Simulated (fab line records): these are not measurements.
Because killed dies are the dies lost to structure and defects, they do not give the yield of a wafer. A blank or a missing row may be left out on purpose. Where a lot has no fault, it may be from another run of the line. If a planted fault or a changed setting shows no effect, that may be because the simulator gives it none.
fab line records    flow gf180mcu
[record] lots = 5  wafers = 15  lastDay = 34
route steps=602 shown NWELL@52 LVPWELL@54
lots with no fault: from the same line, run without faults
startH: the number of hours between the record's first day and the start of the first shown wafer of the lot    waitH: how many hours have passed since the lot's step before this one    " identical to the entry in the row above    L1.1+2: several wafers, shown together as one row    - no value, or no start given    * or withheld: withheld    < > ~ a bound
route shown NAME@n: names a module that has steps shown in the file, with the first one's number in the route    usual: average and standard deviation across the fault-free wafers    same: alike in all rows    chamber/n: place in a boat    sites: the reading at each site    _std_site: their standard deviation    _edge_site: outer sites' mean less inner sites'    radiusMm: how far each site lies from the wafer's centre    mask NAME#n: copy n    behind: the last tool/chamber to shape the wafer    hold: what put the lot on hold/how long, in hours/how the hold closed    device: whichever transistor did not switch (one of n, p or np)    end of line: tests of these same wafers at the route's end    step lacking rows: just its recipe    killed: dies lost to structure and defects at the first sort, not the wafer's yield    map: shows each die of a wafer: x if killed, . if not, _ if none is there
set.NAME: setting as actually run; set.NAME@STEP: the setting as run at that earlier step    model.NAME: the simulator's own value behind a step, which no gauge read
lots at some steps of the route; a table a step, a row a wafer
services: from which hour (startH, from the record's first day; less than 0 if before it) a tool's chamber was out of use, for how many hours, and why
[[steps]]
[step GF_NWELL_STRIP_10]
[recipe] chemistry = O2/N2  powerW = 1400  pressureMtorr = 1500  platenTempC = 250  o2FlowSccm = 3000  n2FlowSccm = 300  overashFraction = 0.5
[usual] drypumpMotorCurrentA = 5.71/0.2  heaterPowerW = 319/29  oesProductAu = 0.722/0.0047  stripTimeToEndpointS = 36.92/0.09
lot.wafer  tool            chamber  startH  waitH  drypumpMotorCurrentA  heaterPowerW  oesProductAu  rfHoursCounterH  stripTimeToEndpointS
L079.1     plasmaAsher-02  0        84.37   0.1    5.59                  318           0.731         43               36.87
L079.2     "               1        "       "      5.61                  310           0.721         43               36.81
L079.5     "               0        "       "      5.55                  320           0.719         -                36.99
L086.1     plasmaAsher-02  0        119.72  0.1    5.60                  316           0.721         47               36.83
L086.3     "               1        "       "      5.59                  305           0.720         -                36.79
L086.4     "               0        "       "      5.58                  311           0.728         -                36.94
L093.2     plasmaAsher-02  0        159.02  0.1    5.61                  317           0.732         51               36.86
L093.5     "               0        "       "      5.64                  323           0.727         -                36.81
L093.6     "               1        "       "      5.61                  311           0.720         -                36.90
L094.3     plasmaAsher-02  1        166.95  0.1    5.56                  306           0.723         -                36.90
L094.4     "               0        "       "      5.59                  323           0.717         -                36.90
L094.5     "               1        "       "      5.60                  317           0.729         -                36.86
L095.1     plasmaAsher-01  0        171.72  0.1    5.88                  317           0.728         37               37.01
L095.5     "               1        "       "      5.56                  357           0.718         -                37.09
L095.6     "               0        "       "      5.89                  323           0.733         -                37.06
[step GF_NWELL_TW_MEAS_11]
[usual] NWELL_TW = 1571/18
lot.wafer  tool          chamber  startH  waitH  NWELL_TW
L079.1     filmMetro-04  -        84.47   0.1    1572
L079.2     "             -        "       "      1574
L079.5     "             -        "       "      1575
L086.1     filmMetro-04  -        119.82  0.1    1580
L086.3     "             -        "       "      1575
L086.4     "             -        "       "      1575
L093.2     filmMetro-01  -        159.13  0.1    1568
L093.5     "             -        "       "      1555
L093.6     "             -        "       "      1567
L094.3     filmMetro-04  -        167.03  0.1    1573
L094.4     "             -        "       "      1565
L094.5     "             -        "       "      1564
L095.1     filmMetro-01  -        171.82  0.1    1555
L095.5     "             -        "       "      1555
L095.6     "             -        "       "      1551
[step GF_LVPWELL_DEHYDRATE_00]
[recipe] tempC = 200  timeS = 60
lot.wafer   tool           chamber  startH  waitH
L079.1+2+5  lithoTrack-01  0        91.17   6.7
L086.1+3+4  lithoTrack-01  0        126.97  7.1
L093.2+5+6  lithoTrack-01  0        165.95  6.8
L094.3+4+5  lithoTrack-01  0        174.77  7.7
L095.1+5+6  lithoTrack-01  0        179.42  7.6
[step GF_LVPWELL_HMDS_01]
[recipe] primeTimeS = 60  primeTempC = 120
lot.wafer   tool           chamber  startH  waitH
L079.1+2+5  lithoTrack-01  0        91.32   0.1
L086.1+3+4  lithoTrack-01  0        127.12  0.1
L093.2+5+6  lithoTrack-01  0        166.10  0.1
L094.3+4+5  lithoTrack-01  0        174.92  0.1
L095.1+5+6  lithoTrack-01  0        179.57  0.1
[step GF_LVPWELL_COAT_02]
[recipe] spinRpm = 2000  resistThkNm = 3000
lot.wafer   tool           chamber  startH  waitH
L079.1+2+5  lithoTrack-01  0        91.47   0.1
L086.1+3+4  lithoTrack-01  0        127.27  0.1
L093.2+5+6  lithoTrack-01  0        166.25  0.1
L094.3+4+5  lithoTrack-01  0        175.07  0.1
L095.1+5+6  lithoTrack-01  0        179.72  0.1
[step GF_LVPWELL_SOFTBAKE_03]
[recipe] tempC = 110  timeS = withheld
lot.wafer   tool           chamber  startH  waitH
L079.1+2+5  lithoTrack-01  0        91.62   0.1
L086.1+3+4  lithoTrack-01  0        127.42  0.1
L093.2+5+6  lithoTrack-01  0        166.41  0.1
L094.3+4+5  lithoTrack-01  0        175.24  0.1
L095.1+5+6  lithoTrack-01  0        179.87  0.1
[step GF_LVPWELL_EXPOSE_04]
[recipe] maskId = LVPWELL  targetCdNm = 600  na = 0.6  sourceShape = conventional  sigmaOuter = 0.6  doseMj = 260
lot.wafer   tool             chamber  startH  waitH  mask
L079.1+2+5  ilineStepper-02  0        -       -      LVPWELL#0
L086.1+3+4  ilineStepper-02  0        -       -      LVPWELL#0
L093.2+5+6  ilineStepper-01  0        -       -      LVPWELL#0
L094.3+4+5  ilineStepper-02  0        -       -      LVPWELL#0
L095.1+5+6  ilineStepper-01  0        -       -      LVPWELL#0
[step GF_LVPWELL_PEB_05]
[recipe] tempC = 115  timeS = withheld
lot.wafer   tool           chamber  startH  waitH
L079.1+2+5  lithoTrack-02  0        -       -
L086.1+3+4  lithoTrack-01  0        -       -
L093.2+5+6  lithoTrack-02  0        -       -
L094.3+4+5  lithoTrack-02  0        -       -
L095.1+5+6  lithoTrack-01  0        -       -
[step GF_LVPWELL_DEVELOP_06]
[recipe] wallAngleDeg = 90  developTimeS = 60  devTempC = 23
lot.wafer   tool           chamber  startH  waitH
L079.1+2+5  lithoTrack-02  0        -       -
L086.1+3+4  lithoTrack-01  0        -       -
L093.2+5+6  lithoTrack-02  0        -       -
L094.3+4+5  lithoTrack-02  0        -       -
L095.1+5+6  lithoTrack-01  0        -       -
[step GF_LVPWELL_OVL_MEAS_07]
[usual] LVPWELL_OVL = -0.3/1.5
lot.wafer  tool        chamber  startH  waitH  LVPWELL_OVL[nm]
L079.1     overlay-02  -        97.89   -      -1.3
L079.2     "           -        "       "      -1.1
L079.5     "           -        "       "      -0.7
L086.1     overlay-01  -        134.77  -      -2.7
L086.3     "           -        "       "      -2.8
L086.4     "           -        "       "      -0.7
L093.2     overlay-02  -        174.54  -      1.6
L093.5     "           -        "       "      -0.4
L093.6     "           -        "       "      0.0
L094.3     overlay-01  -        183.05  -      0.2
L094.4     "           -        "       "      -1.1
L094.5     "           -        "       "      0.4
L095.1     overlay-02  -        188.57  -      1.1
L095.5     "           -        "       "      1.9
L095.6     "           -        "       "      2.4
[step GF_LVPWELL_IMPLANT_08]
[recipe] species = B  energyKev = 170  doseCm2 = 1.5e+13  tiltDeg = 0
[usual] beamEnergyKeV = 170.00/0.053
lot.wafer  tool          chamber  startH  waitH  beamEnergyKeV
L079.1     implanter-03  0        97.93   0.0    169.99
L079.2     "             0        "       "      170.02
L079.5     "             0        "       "      169.99
L086.1     implanter-04  0        134.81  0.0    169.92
L086.3     "             0        "       "      169.92
L086.4     "             0        "       "      169.94
L093.2     implanter-03  0        174.60  0.0    169.94
L093.5     "             0        "       "      169.95
L093.6     "             0        "       "      169.97
L094.3     implanter-03  0        183.12  0.1    169.87
L094.4     "             0        "       "      169.91
L094.5     "             0        "       "      169.94
L095.1     implanter-01  0        188.61  0.0    170.02
L095.5     "             0        "       "      169.96
L095.6     "             0        "       "      170.04
[step GF_LVPWELL_IMPLANT_09]
[recipe] species = B  energyKev = 60  doseCm2 = 5e+12  tiltDeg = 0
[usual] beamEnergyKeV = 60.003/0.02
lot.wafer  tool          chamber  startH  waitH  beamEnergyKeV
L079.1     implanter-03  0        98.08   0.1    60.025
L079.2     "             0        "       "      60.025
L079.5     "             0        "       "      60.026
L086.1     implanter-04  0        134.96  0.1    59.998
L086.3     "             0        "       "      60.022
L086.4     "             0        "       "      60.016
L093.2     implanter-03  0        174.75  0.1    60.003
L093.5     "             0        "       "      59.998
L093.6     "             0        "       "      60.001
L094.3     implanter-03  0        183.27  0.1    60.016
L094.4     "             0        "       "      60.001
L094.5     "             0        "       "      60.040
L095.1     implanter-01  0        188.76  0.1    60.014
L095.5     "             0        "       "      60.017
L095.6     "             0        "       "      60.023
[[services]]
tool             chamber  startH  hours  kind
implanter-03     -        69.09   2.6    repair
implanter-04     -        70.28   3.5    pm
implanter-01     -        88.64   3.4    repair
lithoTrack-01    -        92.26   -      consumableReplace:filter
implanter-03     -        104.71  5.1    repair
implanter-01     -        121.36  1.8    repair
implanter-03     -        122.71  4.5    repair
ilineStepper-01  0        124.80  -      calibration
implanter-01     -        127.47  0.5    repair
ilineStepper-02  -        137.00  0.6    repair
ilineStepper-02  0        158.54  -      calibration
implanter-04     -        166.78  11.2   repair
ilineStepper-02  -        167.81  1.7    pm
implanter-03     -        171.25  3.2    pm
implanter-04     -        178.03  18.0   pm
[[key]]
fault none
